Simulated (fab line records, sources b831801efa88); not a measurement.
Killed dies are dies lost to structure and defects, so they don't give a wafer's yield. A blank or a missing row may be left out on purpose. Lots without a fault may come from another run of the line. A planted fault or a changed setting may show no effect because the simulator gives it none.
Problem report in the 8D (eight disciplines) form, filled by code | flow gf180mcu | the parts of the form that need people (team, actions taken, sign-off) are left out

1. THE PROBLEM
time_to_endpoint_s at GF_V1_CMP_04 reads a mean of 16 s on 1 wafer of 1 lot; wafers without a fault read 80 s with a standard deviation of 5.1. That is -13 standard deviations from the usual mean.
The step: polishes SiO2.
First seen on wafer L629.3, day 21 16:13, on cmp-02. The record holds 39 wafers of 13 lots with a number at this step. Rule for "out", or "out of limits": more than 4 standard deviations from the usual mean. The other wafers with a number count as sound.

2. WHAT IT IS AND WHAT IT IS NOT
question                    | is                 | is not
which readings at this step | time_to_endpoint_s | head_pressure_psi, motor_current_A
which lots                  | L629               | L617, L620, L621, L622, L625, L626, L627, L634, L636, L638, L639, L640
which wafers of those lots  | L629.3             | L629.5, L629.6
read on which tools         | cmp-02             | cmp-01
when                        | from day 21 16:13  | up to then (23 sound wafers); but 15 sound wafers of L634, L636, L638, L639, L640 came after

3. SUSPECTS, AND WHAT RULES EACH OUT
Counting: a tool at a process step up to the reading stays a suspect if it ran every lot that is out. Sound lots after the first of them don't rule it out here, since some wafers of a struck lot are sound.
- pecvd-01 at GF_CONTACT_CVD_02 (deposits SiO2 from TEOS, target thk 860 nm, time 95.992 s): kept. It ran the lot that is out, L629 (day 19 12:58); its last sound lot up to then is L627 (day 19 00:01).
- cmp-01 at GF_CONTACT_CMP_04 (polishes SiO2): kept. It ran the lot that is out, L629 (day 19 13:09); its last sound lot up to then is L625 (day 18 14:34).
- cmp-02 at GF_V1_CMP_04 (polishes SiO2): kept. It ran the lot that is out, L629 (day 21 16:13); its last sound lot up to then is L627 (day 21 03:15). Its own readings are out on those wafers: time_to_endpoint_s.
- Within cmp-02 at GF_V1_CMP_04: the wafers that are out ran in chamber 0; their sound lot-mates ran in chambers 1, 2.
Left after counting: pecvd-01 at GF_CONTACT_CVD_02, cmp-01 at GF_CONTACT_CMP_04, cmp-02 at GF_V1_CMP_04.

4. THE CAUSE (what the simulator had put in)
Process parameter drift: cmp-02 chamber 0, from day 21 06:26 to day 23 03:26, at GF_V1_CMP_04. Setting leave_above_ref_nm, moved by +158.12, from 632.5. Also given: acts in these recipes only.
Counting left 3 suspects, and this tool is among them.

5. THE CHAIN OF EFFECTS, in route order
Each row: a reading whose mean over the struck wafers that have a number lies more than 3 standard deviations from the usual. Only readings for which the record gives a usual standard deviation are gone through. hours: the time from each lot's start at the first step in this table that gives one to its start at this step, as a median over the lots. sigmas: the change in usual standard deviations.
hours | step          | reading            | usual      | on struck wafers | change | sigmas
0     | GF_V1_CMP_04  | time_to_endpoint_s | 80 s       | 16               | -64    | -13
-     | GF_V1_ETCH_17 | oes_product_au     | 0.856 a.u. | 0.976            | +0.120 | +26
The process steps in it:
- GF_V1_CMP_04: polishes SiO2.
- GF_V1_ETCH_17: etches SiO2 in C4F8/O2/Ar, stops on TiN, target depth 630 nm.
Later measuring or inspecting steps at which every struck wafer that the step has a row for has a number for every such reading, and none has moved that far: GF_V1_BOW_MEAS_05.

6. WHAT WOULD HAVE CAUGHT IT SOONER
In this record the first reading out of limits was taken at day 21 16:13, 10 hours after the fault began at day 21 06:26.
